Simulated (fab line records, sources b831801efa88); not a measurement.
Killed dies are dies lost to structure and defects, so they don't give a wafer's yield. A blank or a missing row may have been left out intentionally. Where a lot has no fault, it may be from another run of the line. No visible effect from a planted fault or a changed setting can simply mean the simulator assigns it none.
fab line records    flow gf180mcu
record: lots: 15  wafers: 45  last_day: 34
route steps=602 shown V1@349
lots that met no fault: taken from a fault-free run of the same line
start_h: start of the lot's first displayed wafer, in hours after the record's first day    wait_h: hours elapsed since this lot's preceding step    " same as the row above    L1.1+2: several wafers, shown together as one row    - no value present, or no start provided    * or withheld: withheld    < > ~ a bound
route shown NAME@n: a module of which the file shows steps, and the number in the route of the first    usual: mean/standard deviation of fault-free wafers    same: alike in all rows    chamber/n: place in a boat    sites: readings site by site    _std_site: the values' standard deviation    _edge_site: inner sites' mean taken away from outer sites' mean    radius_mm: how far each site lies from the wafer's centre    mask NAME#n: copy n    behind: tool/chamber where the wafer was last shaped    hold: why the lot went on hold/how many hours it stayed there/how the hold came to an end    device: transistor that didn't switch, given as n, p or np    end of line: the tests these same wafers got at the end of their route    for a step that has no rows: nothing shown but its recipe    killed: dies lost to structure and defects at the first sort, not the wafer's yield    map: dies across one wafer; x = killed, . = not, _ = none there
set.NAME: the setting that was run; set.NAME@STEP: the one run at that earlier step    model.NAME: the simulator's own value behind a step, which no gauge read
steps of the route over a sample of lots; a table a step, a row a wafer
services: when a tool's chamber went out of use (start_h, in hours from the record's first day, below 0 if earlier), for how many hours, and the reason
== steps ==
step: GF_V1_CD_MEAS_14
recipe: target_cd_nm: 260
usual: cd_nm: 260.1/1.4
lot.wafer  tool       chamber  start_h  wait_h  cd_nm
L984.2     cd_sem-02  -        423.41   0.1     259.3
L984.3     "          -        "        "       259.9
L984.5     "          -        "        "       259.6
L986.2     cd_sem-02  -        440.44   0.1     260.5
L986.5     "          -        "        "       259.5
L986.6     "          -        "        "       259.3
L987.1     cd_sem-01  -        455.18   0.1     259.0
L987.4     "          -        "        "       259.0
L987.5     "          -        "        "       259.5
L988.2     cd_sem-01  -        460.26   0.1     260.5
L988.4     "          -        "        "       260.3
L988.6     "          -        "        "       260.1
L991.1     cd_sem-02  -        488.14   0.1     263.7
L991.2     "          -        "        "       263.9
L991.6     "          -        "        "       264.2
L990.2     cd_sem-01  -        488.30   0.1     260.9
L990.3     "          -        "        "       260.1
L990.4     "          -        "        "       259.5
L992.1     cd_sem-02  -        493.88   0.1     259.8
L992.3     "          -        "        "       259.6
L992.4     "          -        "        "       260.3
L996.1     cd_sem-01  -        531.17   0.1     258.7
L996.3     "          -        "        "       257.6
L996.5     "          -        "        "       258.7
L999.1     cd_sem-02  -        553.24   0.1     258.5
L999.3     "          -        "        "       257.9
L999.6     "          -        "        "       257.8
L100.3     cd_sem-01  -        559.56   0.1     262.8
L100.4     "          -        "        "       261.5
L100.5     "          -        "        "       261.7
L101.3     cd_sem-01  -        577.47   0.1     260.3
L101.4     "          -        "        "       261.8
L101.6     "          -        "        "       260.0
L103.2     cd_sem-01  -        581.56   0.1     260.1
L103.5     "          -        "        "       259.8
L103.6     "          -        "        "       260.7
L104.1     cd_sem-01  -        587.23   0.1     260.7
L104.4     "          -        "        "       259.9
L104.5     "          -        "        "       258.5
L105.4     cd_sem-01  -        594.45   0.1     259.3
L105.5     "          -        "        "       259.5
L105.6     "          -        "        "       259.1
L106.1     cd_sem-01  -        602.65   0.1     258.3
L106.3     "          -        "        "       258.5
L106.6     "          -        "        "       259.3
step: GF_V1_OVL_MEAS_15
usual: V1_OVL: -5/5
lot.wafer  tool        chamber  start_h  wait_h  V1_OVL[nm]
L984.2     overlay-01  -        423.51   0.1     0
L984.3     "           -        "        "       3
L984.5     "           -        "        "       2
L986.2     overlay-01  -        440.55   0.1     -11
L986.5     "           -        "        "       -14
L986.6     "           -        "        "       -11
L987.1     overlay-01  -        455.30   0.1     -11
L987.4     "           -        "        "       -2
L987.5     "           -        "        "       -7
L988.2     overlay-01  -        460.36   0.1     -12
L988.4     "           -        "        "       -8
L988.6     "           -        "        "       -14
L991.1     overlay-02  -        488.26   0.1     1
L991.2     "           -        "        "       -4
L991.6     "           -        "        "       -5
L990.2     overlay-01  -        488.41   0.1     -14
L990.3     "           -        "        "       -18
L990.4     "           -        "        "       -10
L992.1     overlay-01  -        494.00   0.1     -2
L992.3     "           -        "        "       -5
L992.4     "           -        "        "       0
L996.1     overlay-01  -        531.29   0.1     -5
L996.3     "           -        "        "       -1
L996.5     "           -        "        "       -2
L999.1     overlay-01  -        553.36   0.1     4
L999.3     "           -        "        "       1
L999.6     "           -        "        "       -4
L100.3     overlay-01  -        559.65   0.1     -4
L100.4     "           -        "        "       2
L100.5     "           -        "        "       4
L101.3     overlay-01  -        577.56   0.1     -7
L101.4     "           -        "        "       -5
L101.6     "           -        "        "       -7
L103.2     overlay-01  -        581.66   0.1     -4
L103.5     "           -        "        "       -6
L103.6     "           -        "        "       -6
L104.1     overlay-02  -        587.35   0.1     4
L104.4     "           -        "        "       -11
L104.5     "           -        "        "       -9
L105.4     overlay-01  -        594.52   0.1     -1
L105.5     "           -        "        "       -6
L105.6     "           -        "        "       1
L106.1     overlay-02  -        602.77   0.1     -11
L106.3     "           -        "        "       -6
L106.6     "           -        "        "       -8
step: GF_V1_ETCH_17
recipe: chemistry: C4F8/O2/Ar  mask_material: KrF  target: SiO2  stop_on: TiN  source_w: 1500  bias_w: 1200  pressure_mtorr: 40  c4f8_flow_sccm: withheld  O2_flow_sccm: 6  Ar_flow_sccm: 300  time_s: withheld  target_depth_a: 6300
usual: bias_w: 1200/3.9  chamber_pressure_mTorr: 40.00/0.035  oes_product_au: 0.855/0.0045
lot.wafer  tool         chamber  start_h  wait_h  bias_w  chamber_pressure_mTorr  oes_product_au
L984.2     rie_diel-03  0        423      -       1198    40.01                   0.864
L984.3     "            1        "        "       1199    39.97                   0.861
L984.5     "            1        "        "       1197    40.01                   0.857
L986.2     rie_diel-03  0        440      -       1203    40.01                   0.847
L986.5     "            1        "        "       1198    40.00                   0.861
L986.6     "            0        "        "       1208    40.07                   0.851
L987.1     rie_diel-02  2        455      -       1204    40.09                   0.862
L987.4     "            0        "        "       1196    39.97                   0.854
L987.5     "            3        "        "       1203    39.95                   0.854
L988.2     rie_diel-03  1        460      -       1194    39.96                   0.856
L988.4     "            0        "        "       1207    39.98                   0.854
L988.6     "            3        "        "       1203    39.98                   0.852
L991.1     rie_diel-03  1        488      -       -       -                       -
L991.2     "            2        "        "       -       -                       -
L991.6     "            1        "        "       -       -                       -
L990.2     rie_diel-01  2        488      -       -       -                       -
L990.3     "            3        "        "       -       -                       -
L990.4     "            0        "        "       -       -                       -
L992.1     rie_diel-01  2        494      -       -       -                       -
L992.3     "            1        "        "       -       -                       -
L992.4     "            3        "        "       -       -                       -
L996.1     rie_diel-03  3        531      -       1196    39.95                   0.856
L996.3     "            2        "        "       1200    39.93                   0.856
L996.5     "            3        "        "       1199    39.97                   0.855
L999.1     rie_diel-03  2        553      -       1196    40.02                   0.855
L999.3     "            1        "        "       1202    39.97                   0.858
L999.6     "            2        "        "       1198    39.99                   0.857
L100.3     rie_diel-03  0        559      -       1204    39.98                   0.862
L100.4     "            1        "        "       1200    40.00                   0.861
L100.5     "            3        "        "       1201    40.03                   0.856
L101.3     rie_diel-02  1        577      -       1204    40.04                   0.859
L101.4     "            3        "        "       1203    39.96                   0.854
L101.6     "            3        "        "       1195    40.00                   0.855
L103.2     rie_diel-01  2        581      -       1202    40.00                   0.857
L103.5     "            3        "        "       1197    40.04                   0.860
L103.6     "            0        "        "       1197    40.00                   0.849
L104.1     rie_diel-02  2        587      -       1202    40.02                   0.858
L104.4     "            1        "        "       1202    40.00                   0.858
L104.5     "            3        "        "       1208    39.97                   0.861
L105.4     rie_diel-02  0        594      -       1198    39.93                   0.855
L105.5     "            1        "        "       1199    39.97                   0.857
L105.6     "            2        "        "       1195    39.97                   0.857
L106.1     rie_diel-01  3        602      -       1203    39.93                   0.861
L106.3     "            0        "        "       1207    40.00                   0.859
L106.6     "            1        "        "       1195    39.98                   0.854
step: GF_V1_STRIP_18
recipe: chemistry: O2/N2  power_w: 1400  pressure_mtorr: 1500  platen_temp_c: 250  o2_flow_sccm: 3000  n2_flow_sccm: 300  overash_fraction: 0.5
usual: drypump_motor_current_A: 5.8/0.44  heater_power_w: 317/31  oes_product_au: 0.592/0.0051
lot.wafer  tool             chamber  start_h  wait_h  drypump_motor_current_A  heater_power_w  oes_product_au  rf_hours_counter_h
L984.2     plasma_asher-01  0        423.67   -       5.9                      279             0.593           64
L984.3     "                1        "        "       5.4                      301             0.599           -
L984.5     "                1        "        "       5.4                      302             0.585           -
L986.2     plasma_asher-02  1        440.71   -       5.7                      362             0.594           1
L986.5     "                0        "        "       6.6                      301             0.591           -
L986.6     "                1        "        "       5.6                      360             0.592           -
L987.1     plasma_asher-01  1        455.47   -       5.4                      308             0.592           67
L987.4     "                1        "        "       5.4                      311             0.591           -
L987.5     "                0        "        "       5.8                      268             0.598           -
L988.2     plasma_asher-02  1        460.52   -       5.6                      364             0.604           3
L988.4     "                0        "        "       6.5                      311             0.597           -
L988.6     "                0        "        "       6.5                      311             0.585           -
L991.1     plasma_asher-01  1        488.42   -       5.4                      299             0.663           71
L991.2     "                0        "        "       5.9                      269             0.669           71
L991.6     "                0        "        "       5.9                      271             0.675           -
L990.2     plasma_asher-03  1        488.57   -       5.2                      323             0.676           37
L990.3     "                1        "        "       5.3                      331             0.672           -
L990.4     "                0        "        "       6.2                      347             0.672           -
L992.1     plasma_asher-03  0        494.17   -       6.3                      361             0.678           38
L992.3     "                0        "        "       6.3                      358             0.672           -
L992.4     "                1        "        "       5.2                      328             0.666           -
L996.1     plasma_asher-01  0        531.45   -       5.8                      277             0.599           76
L996.3     "                1        "        "       5.4                      302             0.596           -
L996.5     "                1        "        "       5.4                      313             0.591           -
L999.1     plasma_asher-03  1        553.52   -       5.2                      334             0.589           44
L999.3     "                0        "        "       6.2                      351             0.587           -
L999.6     "                1        "        "       5.2                      330             0.590           -
L100.3     plasma_asher-02  0        559.84   -       6.6                      308             0.588           -
L100.4     "                1        "        "       5.7                      365             0.592           -
L100.5     "                0        "        "       6.5                      310             0.597           -
L101.3     plasma_asher-01  1        577.75   -       5.4                      303             0.590           -
L101.4     "                0        "        "       5.8                      273             0.596           -
L101.6     "                1        "        "       5.4                      303             0.594           -
L103.2     plasma_asher-01  1        581.82   -       5.4                      309             0.594           81
L103.5     "                1        "        "       5.4                      299             0.589           -
L103.6     "                0        "        "       5.8                      269             0.585           -
L104.1     plasma_asher-02  1        587.51   -       5.7                      370             0.592           16
L104.4     "                0        "        "       6.6                      309             0.595           -
L104.5     "                0        "        "       6.5                      310             0.581           -
L105.4     plasma_asher-03  1        594.70   -       5.2                      330             0.599           -
L105.5     "                1        "        "       5.2                      329             0.600           -
L105.6     "                0        "        "       6.2                      358             0.590           -
L106.1     plasma_asher-02  1        602.93   -       5.6                      367             0.593           18
L106.3     "                0        "        "       6.5                      307             0.594           -
L106.6     "                0        "        "       6.5                      307             0.590           -
step: GF_V1_SPUTTER_22
recipe: material: TiN  target_thk_nm: 10  chamber_pressure_pa: 5  power_w: 4000  time_s: 40
usual: throttle_valve_pct: 30.0/1.3
lot.wafer  tool            chamber  start_h  wait_h  throttle_valve_pct
L984.2     pvd_sputter-04  -        424.28   0.0     33.1
L984.3     "               -        "        "       29.7
L984.5     "               -        "        "       29.1
L986.2     pvd_sputter-04  -        441.30   0.0     30.2
L986.5     "               -        "        "       30.1
L986.6     "               -        "        "       33.4
L987.1     pvd_sputter-02  -        456.06   0.0     28.5
L987.4     "               -        "        "       29.9
L987.5     "               -        "        "       29.9
L988.2     pvd_sputter-01  -        461.12   0.0     30.8
L988.4     "               -        "        "       30.9
L988.6     "               -        "        "       30.9
L991.1     pvd_sputter-01  -        489.02   0.0     30.4
L991.2     "               -        "        "       30.6
L991.6     "               -        "        "       30.7
L990.2     pvd_sputter-02  -        489.16   0.0     28.8
L990.3     "               -        "        "       29.6
L990.4     "               -        "        "       29.6
L992.1     pvd_sputter-04  -        494.76   0.0     30.3
L992.3     "               -        "        "       33.4
L992.4     "               -        "        "       28.9
L996.1     pvd_sputter-02  -        532.09   0.0     28.6
L996.3     "               -        "        "       28.7
L996.5     "               -        "        "       29.6
L999.1     pvd_sputter-02  -        554.12   0.0     28.7
L999.3     "               -        "        "       28.4
L999.6     "               -        "        "       28.8
L100.3     pvd_sputter-04  -        560.41   0.0     30.1
L100.4     "               -        "        "       30.2
L100.5     "               -        "        "       33.3
L101.3     pvd_sputter-02  -        578.31   0.0     29.9
L101.4     "               -        "        "       29.8
L101.6     "               -        "        "       28.4
L103.2     pvd_sputter-01  -        582.42   0.0     30.8
L103.5     "               -        "        "       30.8
L103.6     "               -        "        "       30.7
L104.1     pvd_sputter-01  -        588.11   0.0     30.8
L104.4     "               -        "        "       29.6
L104.5     "               -        "        "       30.8
L105.4     pvd_sputter-02  -        595.27   0.0     28.6
L105.5     "               -        "        "       30.0
L105.6     "               -        "        "       28.7
L106.1     pvd_sputter-02  -        603.54   0.0     29.5
L106.3     "               -        "        "       29.6
L106.6     "               -        "        "       29.8
== services ==
tool             chamber  start_h  hours  kind
plasma_asher-02  -        421.25   9.0    pm
plasma_asher-02  0        421.25   9.0    vent_cycle
plasma_asher-02  1        421.25   9.0    vent_cycle
plasma_asher-02  0        430.25   -      clean
plasma_asher-02  1        430.25   -      clean
rie_diel-02      2        431.97   10.1   repair
rie_diel-02      -        456.90   15.6   pm
pvd_sputter-04   -        477.70   3.3    repair
rie_diel-03      0        484.38   14.3   repair
rie_diel-01      1        485.87   6.2    repair
plasma_asher-02  -        487.26   3.5    repair
rie_diel-03      1        497.75   33.0   repair
rie_diel-03      3        505.03   26.1   repair
rie_diel-03      0        531.10   -      clean
rie_diel-03      0        531.10   28.5   scheduled_down
rie_diel-03      0        531.10   28.5   vent_cycle
rie_diel-02      0        532.83   7.5    repair
rie_diel-03      2        533.73   13.7   repair
rie_diel-03      3        544.44   2.3    repair
pvd_sputter-01   -        557.31   3.1    repair
plasma_asher-02  -        571.08   1.4    repair
pvd_sputter-02   -        581.57   7.5    repair
plasma_asher-03  -        586.66   3.5    repair
pvd_sputter-01   -        588.58   15.1   repair
== key ==
first_sign: step: GF_V1_ETCH_17  reading: tool_record  direction: missing
effect: step: GF_V1_STRIP_18  reading: oes_product_au  direction: up  sigmas: 16  usual: 0.592  struck: 0.671
met_at GF_V1_ETCH_17
struck_lots L990,L991,L992
later_rows_left_out L990.2,L990.3,L990.4,L991.1,L991.2,L991.6,L992.1,L992.3,L992.4
sort_left_out L990.2,L990.3,L990.4,L991.1,L991.2,L991.6,L992.1,L992.3,L992.4
not_acting_at GF_V1_CD_MEAS_14,GF_V1_OVL_MEAS_15,GF_V1_SPUTTER_22
onset_between 460 488
fault: kind: skipped_step_whole  tool: rie_diel-01,rie_diel-03  chamber: -  onset_h: 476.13  steps: GF_V1_ETCH_17  scope: struck_lots_only
sort_left_out: the simulated sort isn't trusted on such a fault, so these wafers' sort isn't shown, and their yield isn't known
later_rows_left_out: the simulator's readings of these wafers behind a module that went badly wrong aren't trusted and aren't shown, but for the sort
